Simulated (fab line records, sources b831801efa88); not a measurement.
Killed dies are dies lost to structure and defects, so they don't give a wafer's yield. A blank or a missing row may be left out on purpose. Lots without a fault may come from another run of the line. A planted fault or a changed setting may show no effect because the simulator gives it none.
fab line records | flow sky130
record lots=6 wafers=18 last_day=50
route steps=708 shown METAL4@634 VIA4@639 PAD_OPEN@708
lots that met no fault: from a run of the same line without faults
start_h: hours from the record's first day to the start of the lot's first wafer shown | wait_h: hours since the lot's step before | " the same as in the row above | L1.1+2: a row that stands for several wafers | - no value, or no start given | * or withheld: withheld | < > ~ a bound
route shown NAME@n: a module of which the file shows steps, and the number in the route of the first | usual: mean/standard deviation of fault-free wafers | same: alike in all rows | chamber/n: place in a boat | sites: the reading at each site | _std_site: their standard deviation | _edge_site: outer sites' mean less inner sites' | radius_mm: how far each site lies from the wafer's centre | mask NAME#n: copy n | behind: the tool/chamber that last shaped the wafer | hold: why the lot was held/for how many hours/how that ended | device: the transistor (n, p or np) that didn't switch | end of line: the same wafers' tests at the end of the route | a step without rows: its recipe alone | killed: dies lost to structure and defects at the first sort, not the wafer's yield | map: a wafer's dies, x killed, . not, _ none there
set.NAME: the setting as run; set.NAME@STEP: as run at that earlier step | model.NAME: the simulator's own value behind a step, which no gauge read
lots at some steps of the route; a table a step, a row a wafer
services: from which hour (start_h, from the record's first day; less than 0 if before it) a tool's chamber was out of use, for how many hours, and why
## steps
# step SKY_METAL4_METAL_ETCH_18
# recipe target_depth_a=8450 stop_on=SiO2 over_etch_frac=0.3 time_s=183.1 chemistry=Cl2/BCl3 resist_sidewall_deg=88 pressure_mtorr=10 icp_w=900 bias_w=48.5 Cl2_flow_sccm=60 bcl3_flow_sccm=30
# usual chamber_pressure_mTorr=10.000/0.0095 drypump_motor_current_A=5.4/0.56 oes_product_au=0.864/0.0062 throttle_valve_pct=22.264/0.0091
# same time_s=183.1
# columns lot.wafer tool chamber start_h wait_h chamber_pressure_mTorr drypump_motor_current_A oes_product_au rf_hours_counter_h throttle_valve_pct
L511.1 rie_metal-01 1 992.97 0.0 10.000 5.0 0.859 3 22.268
L511.2 " 0 " " 9.985 4.7 0.856 20 22.274
L511.5 " 0 " " 9.991 4.8 0.859 - 22.272
L515.1 rie_metal-03 1 1009.94 0.0 9.998 5.8 0.858 3 22.275
L515.2 " 0 " " 10.009 6.1 0.865 18 22.277
L515.4 " 1 " " 10.011 5.8 0.860 - 22.275
L527.2 rie_metal-03 1 1084.76 0.0 10.011 5.8 0.863 8 22.266
L527.3 " 1 " " 10.001 5.8 0.853 - 22.262
L527.4 " 0 " " 10.012 6.1 0.862 - 22.251
L529.2 rie_metal-01 0 1097.36 0.0 9.994 4.8 0.868 0 22.257
L529.3 " 0 " " 10.006 4.8 0.871 - 22.264
L529.4 " 1 " " 10.006 5.0 0.865 - 22.277
L531.1 rie_metal-04 1 1107.90 0.0 9.996 5.1 0.874 13 22.256
L531.3 " 1 " " 9.990 5.0 0.868 - 22.263
L531.5 " 1 " " 9.996 5.0 0.877 - 22.275
L533.3 rie_metal-04 1 1119.41 0.1 9.996 5.0 0.863 - 22.259
L533.5 " 1 " " 9.987 5.0 0.854 - 22.268
L533.6 " 1 " " 10.020 5.0 0.855 - 22.262
# step SKY_METAL4_STRIP_19
# recipe chemistry=O2/N2 power_w=1400 pressure_mtorr=1500 platen_temp_c=withheld o2_flow_sccm=3000 n2_flow_sccm=300 overash_fraction=0.5
# usual chamber_pressure_mTorr=1500.2/1.5 drypump_motor_current_A=5.9/0.31 oes_product_au=0.504/0.0057 strip_time_to_endpoint_s=6.57/0.079
# same overash_fraction=0.5
# columns lot.wafer tool chamber start_h wait_h chamber_pressure_mTorr drypump_motor_current_A oes_product_au rf_hours_counter_h strip_time_to_endpoint_s
L511.1 plasma_asher-01 0 993.15 0.1 1501.3 5.9 0.502 57 6.48
L511.2 " 1 " " 1501.6 6.2 0.498 57 6.58
L511.5 " 0 " " 1501.6 5.9 0.510 - 6.60
L515.1 plasma_asher-03 1 1010.12 0.1 1501.1 5.3 0.498 25 6.61
L515.2 " 0 " " 1503.2 6.1 0.506 25 6.64
L515.4 " 0 " " 1498.7 6.0 0.505 - 6.60
L527.2 plasma_asher-04 0 1084.93 0.1 1498.7 5.8 0.498 2 6.55
L527.3 " 1 " " 1499.2 6.1 0.510 - 6.58
L527.4 " 0 " " 1496.7 5.7 0.513 - 6.58
L529.2 plasma_asher-01 0 1097.53 0.1 1500.5 5.9 0.492 68 6.67
L529.3 " 1 " " 1500.7 6.2 0.504 - 6.59
L529.4 " 0 " " 1498.9 5.9 0.502 - 6.49
L531.1 plasma_asher-01 1 1108.25 0.3 1500.0 6.2 0.498 69 6.58
L531.3 " 1 " " 1500.3 6.2 0.502 - 6.61
L531.5 " 1 " " 1501.4 6.2 0.500 - 6.59
L533.3 plasma_asher-04 0 1119.68 0.2 1499.6 5.8 0.507 - 6.49
L533.5 " 1 " " 1501.1 6.1 0.498 - 6.51
L533.6 " 0 " " 1500.5 5.8 0.497 - 6.46
# step SKY_METAL4_STRIP_20
# recipe chemistry=post_etch_residue_remover time_s=1200 temp_c=72.5
# step SKY_METAL4_CLEAN_21
# recipe chemistry=IPA time_s=180 temp_c=25
# step SKY_METAL4_CLEAN_22
# recipe chemistry=O3/DIW dry=n2_spin
# step SKY_VIA4_HDPCVD_00
# recipe material=SiO2 target_thk_nm=1750 sigma_open_frac=0.3 time_s=291.7 temp_c=400 sih4_flow_sccm=60 pressure_mtorr=6
# step SKY_VIA4_THK_MEAS_01
# recipe reads=SiO2_of_VIA4_HDPCVD_00
# usual VIA4_HDPCVD_THK=1750/20
# columns lot.wafer tool chamber start_h wait_h VIA4_HDPCVD_THK[nm]
L511.1 film_metro-02 - 993.94 0.1 1760
L511.2 " - " " 1726
L511.5 " - " " 1743
L515.1 film_metro-02 - 1011.32 0.1 1746
L515.2 " - " " 1751
L515.4 " - " " 1737
L527.2 film_metro-02 - 1085.75 0.1 1751
L527.3 " - " " 1736
L527.4 " - " " 1740
L529.2 film_metro-04 - 1098.31 0.1 1741
L529.3 " - " " 1754
L529.4 " - " " 1735
L531.1 film_metro-04 - 1109.07 0.1 1735
L531.3 " - " " 1745
L531.5 " - " " 1760
L533.3 film_metro-01 - 1120.45 0.1 1760
L533.5 " - " " 1746
L533.6 " - " " 1772
# step SKY_VIA4_CMP_02
# recipe material=SiO2 down_force_psi=4 platen_rpm=60 pad_velocity_m_s=0.94248
# usual motor_current_A=12.8/2.2
# columns lot.wafer tool chamber start_h wait_h motor_current_A
L511.1 cmp-01 3 994.00 0.1 12.2
L511.2 " 2 " " 16.8
L511.5 " 0 " " 10.5
L515.2 cmp-02 2 1011.38 0.0 11.0
L515.1 " 3 " " 14.3
L515.4 " 1 " " 13.7
L527.2 cmp-01 3 1085.85 0.1 12.5
L527.3 " 0 " " 10.4
L527.4 " 1 " " 10.9
L529.4 cmp-02 3 1098.41 0.1 14.4
L529.2 " 0 " " 11.8
L529.3 " 1 " " 14.5
L531.1 cmp-01 3 1109.13 0.1 12.2
L531.3 " 0 " " 9.8
L531.5 " 0 " " 10.5
L533.3 cmp-01 3 1120.49 0.0 12.1
L533.5 " 3 " " 12.2
L533.6 " 0 " " 10.3
# step SKY_VIA4_BOW_MEAS_03
# recipe mode=bow
# usual VIA4_BOW=80/8.3
# columns lot.wafer tool chamber start_h wait_h VIA4_BOW[um]
L511.1 film_metro-01 - 994.30 0.2 91
L511.2 " - " " 89
L511.5 " - " " 93
L515.1 film_metro-01 - 1011.68 0.2 73
L515.2 " - " " 73
L515.4 " - " " 73
L527.2 film_metro-01 - 1086.12 0.2 71
L527.3 " - " " 77
L527.4 " - " " 71
L529.2 film_metro-02 - 1098.68 0.2 84
L529.3 " - " " 85
L529.4 " - " " 84
L531.1 film_metro-02 - 1109.43 0.2 68
L531.3 " - " " 73
L531.5 " - " " 64
L533.3 film_metro-02 - 1120.83 0.3 82
L533.5 " - " " 74
L533.6 " - " " 98
# step SKY_VIA4_DEHYDRATE_04
# recipe temp_c=200 time_s=60
# step SKY_VIA4_HMDS_05
# recipe prime_time_s=60 prime_temp_c=120
# step SKY_VIA4_COAT_06
# recipe resist=NOVOLAK spin_rpm=3000 resist_thk_nm=1140
# step SKY_VIA4_SOFTBAKE_07
# recipe temp_c=90 time_s=60 resist=NOVOLAK
# usual run_length_s=89.28/0.16
# columns lot.wafer tool chamber start_h wait_h run_length_s
L511.1 litho_track-01 0 1006.29 0.1 89.44
L511.2 " 0 " " 89.30
L511.5 " 0 " " 89.38
L515.1 litho_track-03 0 1022.45 0.1 89.45
L515.2 " 0 " " 89.40
L515.4 " 0 " " 89.20
L527.2 litho_track-01 0 1097.02 0.1 106.99
L527.3 " 0 " " 89.50
L527.4 " 0 " " 89.39
L529.2 litho_track-01 0 1108.37 0.1 106.92
L529.3 " 0 " " 89.38
L529.4 " 0 " " 89.27
L531.1 litho_track-02 0 1118.79 0.1 89.19
L531.3 " 0 " " 89.05
L531.5 " 0 " " 89.21
L533.3 litho_track-02 0 1131.09 0.1 89.02
L533.5 " 0 " " 89.28
L533.6 " 0 " " 89.05
# step SKY_VIA4_EXPOSE_08
# recipe mask_id=VIM4 na=0.6 source_shape=conventional sigma_outer=0.6 polarization=unpolarized target_cd_nm=800 dose_mj=132
# step SKY_PAD_OPEN_PROBE_99
# usual defect_limited_yield=82.3/2 killed_at_M0_to_M3=43/7.3 killed_at_M4_up=3.1/1.7 killed_at_contacts=25/5.3 killed_at_front_end=15/4.3 killed_at_other=0.2/0.54 killed_dies=87/10 killed_open=48/7.6 killed_short=38/6.1 sort_bin_3_pad_short=0.9/0.42 sort_bin_5_function=10.5/1.5 sort_bin_6_memory=6.3/1.2 sort_n_pass=405/10 sort_yield_pct=82.3/2
# same gross_dies=492 killed_at_back_side=0 sort_bin_4_leakage[%]=0 sort_bin_8_speed[%]=0
# columns lot.wafer tool chamber start_h wait_h defect_limited_yield[%] killed_at_M0_to_M3 killed_at_M4_up killed_at_contacts killed_at_front_end killed_at_other killed_dies killed_open killed_short sort_bin_3_pad_short[%] sort_bin_5_function[%] sort_bin_6_memory[%] sort_n_pass sort_yield_pct[%]
L511.1 prober-02 - 1088.83 0.1 81.5 42 6 28 15 0 91 43 48 0.6 12.6 5.3 401 81.5
L511.2 prober-02 - 1088.88 0.1 83.1 45 2 23 13 0 83 47 36 0.6 9.6 6.7 409 83.1
L511.5 prober-02 - 1089.03 0.2 82.1 51 2 17 18 0 88 53 35 1.0 10.4 6.5 404 82.1
L515.1 prober-02 - 1106.36 0.1 80.9 42 5 32 15 0 94 55 38 1.2 11.4 6.5 398 80.9
L515.2 prober-02 - 1106.41 0.1 80.9 47 2 24 18 3 94 52 42 0.4 12.8 5.9 398 80.9
L515.4 prober-02 - 1106.51 0.2 82.7 41 2 21 21 0 85 48 37 1.4 11.2 4.7 407 82.7
L527.2 prober-01 - 1169.36 0.1 83.9 42 2 19 16 0 79 45 34 0.6 9.8 5.7 413 83.9
L527.3 prober-01 - 1169.41 0.2 81.9 45 3 27 13 1 89 52 37 0.8 10.8 6.5 403 81.9
L527.4 prober-01 - 1169.46 0.2 84.3 44 0 20 13 0 77 47 30 0.4 9.6 5.7 415 84.3
L529.2 prober-02 - 1177.68 0.1 81.9 45 5 28 10 1 89 45 44 0.4 10.2 7.5 403 81.9
L529.3 prober-02 - 1177.73 0.2 81.1 45 3 24 20 1 93 50 43 0.6 11.4 6.9 399 81.1
L529.4 prober-02 - 1177.78 0.2 82.3 41 4 27 14 1 87 47 40 0.8 10.6 6.3 405 82.3
L533.3 prober-01 - 1196.38 0.2 80.1 42 1 35 20 0 98 57 41 0.8 12.6 6.5 394 80.1
L533.5 prober-01 - 1196.48 0.2 81.3 38 7 25 21 1 92 45 47 1.6 10.6 6.5 400 81.3
L533.6 prober-01 - 1196.53 0.2 78.5 62 2 23 19 0 106 54 52 1.6 11.6 8.3 386 78.5
# killed by level:class
L511.1 CONTACT:geometric_particle:open=11 METAL1:geometric_particle:short=8 VIA1:geometric_particle:open=7 FIELD_ISO:geometric_particle:short=6 LI_CONTACT:geometric_particle:open=6 METAL2:geometric_particle:short=6 LOCAL_INTERCONNECT:geometric_particle:short=5 CONTACT:geometric_particle:short=5
L511.2 CONTACT:geometric_particle:open=9 VIA1:geometric_particle:open=9 VIA3:geometric_particle:open=7 FIELD_ISO:geometric_particle:short=6 VIA2:geometric_particle:open=6 METAL2:geometric_particle:short=6 METAL1:geometric_particle:short=5 POLY_GATE:geometric_particle:open=4
L511.5 VIA1:geometric_particle:open=11 CONTACT:geometric_particle:open=10 VIA2:geometric_particle:open=9 VIA3:geometric_particle:open=8 METAL1:geometric_particle:short=7 METAL2:geometric_particle:short=5 POLY_GATE:geometric_particle:open=4 POLY_GATE:geometric_particle:short=4
L515.1 CONTACT:geometric_particle:open=13 METAL1:geometric_particle:short=9 VIA1:geometric_particle:open=9 VIA2:geometric_particle:open=9 LI_CONTACT:geometric_particle:open=7 CONTACT:geometric_particle:short=6 VIA1:geometric_particle:short=6 FIELD_ISO:geometric_particle:open=4
L515.2 METAL1:geometric_particle:short=10 CONTACT:geometric_particle:open=8 VIA3:geometric_particle:open=7 VIA2:geometric_particle:open=7 LI_CONTACT:geometric_particle:open=6 METAL2:geometric_particle:short=6 FIELD_ISO:geometric_particle:open=5 CONTACT:geometric_particle:short=5
L515.4 VIA1:geometric_particle:open=9 LI_CONTACT:geometric_particle:open=7 METAL1:geometric_particle:short=7 VIA2:geometric_particle:open=7 FIELD_ISO:geometric_particle:short=6 POLY_GATE:geometric_particle:open=5 CONTACT:geometric_particle:open=4 CONTACT:geometric_particle:short=4
L527.2 VIA1:geometric_particle:open=11 VIA3:geometric_particle:open=7 CONTACT:geometric_particle:short=6 METAL2:geometric_particle:short=6 POLY_GATE:geometric_particle:open=5 CONTACT:geometric_particle:open=5 LI_CONTACT:geometric_particle:open=4 VIA2:geometric_particle:short=4
L527.3 VIA1:geometric_particle:open=12 LI_CONTACT:geometric_particle:open=11 VIA3:geometric_particle:open=11 METAL2:geometric_particle:short=5 FIELD_ISO:geometric_particle:open=4 LOCAL_INTERCONNECT:geometric_particle:short=4 CONTACT:geometric_particle:short=4 CONTACT:geometric_particle:open=4
L527.4 CONTACT:geometric_particle:open=11 METAL2:geometric_particle:short=10 VIA1:geometric_particle:open=9 VIA2:geometric_particle:open=7 VIA3:geometric_particle:open=6 LI_CONTACT:geometric_particle:open=4 VIA1:geometric_particle:short=3 FIELD_ISO:geometric_particle:open=3
L529.2 VIA1:geometric_particle:open=10 CONTACT:geometric_particle:open=9 LI_CONTACT:geometric_particle:open=8 VIA1:geometric_particle:short=8 VIA2:geometric_particle:open=6 METAL4:geometric_particle:short=5 METAL2:geometric_particle:short=5 VIA3:geometric_particle:open=5
L529.3 VIA2:geometric_particle:open=9 VIA1:geometric_particle:open=7 CONTACT:geometric_particle:open=7 FIELD_ISO:geometric_particle:short=6 FIELD_ISO:geometric_particle:open=5 VIA3:geometric_particle:open=5 CONTACT:geometric_particle:short=5 METAL2:geometric_particle:open=5
L529.4 VIA1:geometric_particle:open=11 LI_CONTACT:geometric_particle:open=9 LOCAL_INTERCONNECT:geometric_particle:short=6 CONTACT:geometric_particle:open=6 VIA1:geometric_particle:short=6 VIA3:geometric_particle:open=6 FIELD_ISO:geometric_particle:short=4 POLY_GATE:geometric_particle:open=4
L533.3 LI_CONTACT:geometric_particle:open=14 CONTACT:geometric_particle:open=9 VIA1:geometric_particle:open=8 METAL2:geometric_particle:short=8 VIA3:geometric_particle:open=6 FIELD_ISO:geometric_particle:open=5 POLY_GATE:geometric_particle:short=5 VIA2:geometric_particle:open=5
L533.5 CONTACT:geometric_particle:short=9 LI_CONTACT:geometric_particle:open=8 VIA1:geometric_particle:open=8 METAL2:geometric_particle:short=7 POLY_GATE:geometric_particle:open=5 POLY_GATE:geometric_particle:short=4 CONTACT:geometric_particle:open=4 METAL4:geometric_particle:short=4
L533.6 VIA1:geometric_particle:open=13 CONTACT:geometric_particle:open=11 VIA3:geometric_particle:open=8 METAL1:geometric_particle:short=7 METAL2:geometric_particle:short=7 CONTACT:geometric_particle:short=6 VIA1:geometric_particle:short=6 METAL3:geometric_particle:short=5
## services
# columns tool chamber start_h hours kind
litho_track-02 - 975.76 - consumable_replace:filter
cmp-02 - 976.79 14.1 pm
cmp-02 - 990.93 4.3 pm
rie_metal-04 0 990.98 7.1 repair
cmp-02 - 1014.99 1.1 repair
cmp-01 - 1028.25 0.4 repair
cmp-02 - 1036.35 0.3 repair
rie_metal-04 - 1036.59 3.5 repair
plasma_asher-04 - 1055.25 9.0 pm
plasma_asher-04 0 1055.25 9.0 vent_cycle
plasma_asher-04 1 1055.25 9.0 vent_cycle
cmp-02 - 1055.76 0.7 repair
plasma_asher-04 0 1064.25 - clean
plasma_asher-04 1 1064.25 - clean
cmp-02 - 1069.14 6.6 repair
rie_metal-01 1 1071.87 1.8 repair
rie_metal-01 0 1077.23 - clean
rie_metal-01 0 1077.23 15.4 scheduled_down
plasma_asher-04 - 1079.26 4.6 repair
cmp-02 - 1084.00 4.0 pm
cmp-02 - 1087.15 2.0 repair
cmp-01 - 1096.56 0.4 repair
cmp-02 - 1099.45 1.8 repair
litho_track-01 - 1105.78 - consumable_replace:filter
## key
first_sign step=SKY_VIA4_SOFTBAKE_07 reading=run_length_s direction=up sigmas=99+ usual=* struck=*
effect none on later readings
met_at SKY_VIA4_SOFTBAKE_07
struck_wafers L527.2,L529.2
onset_between 1006.29 1097.02
fault kind=process_parameter_drift tool=litho_track-01 chamber=- onset_h=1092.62 steps=SKY_VIA4_SOFTBAKE_07 channel=time_s offset=* shape=step end_h=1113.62 scope=struck_wafers_only acts_in=* stated=*
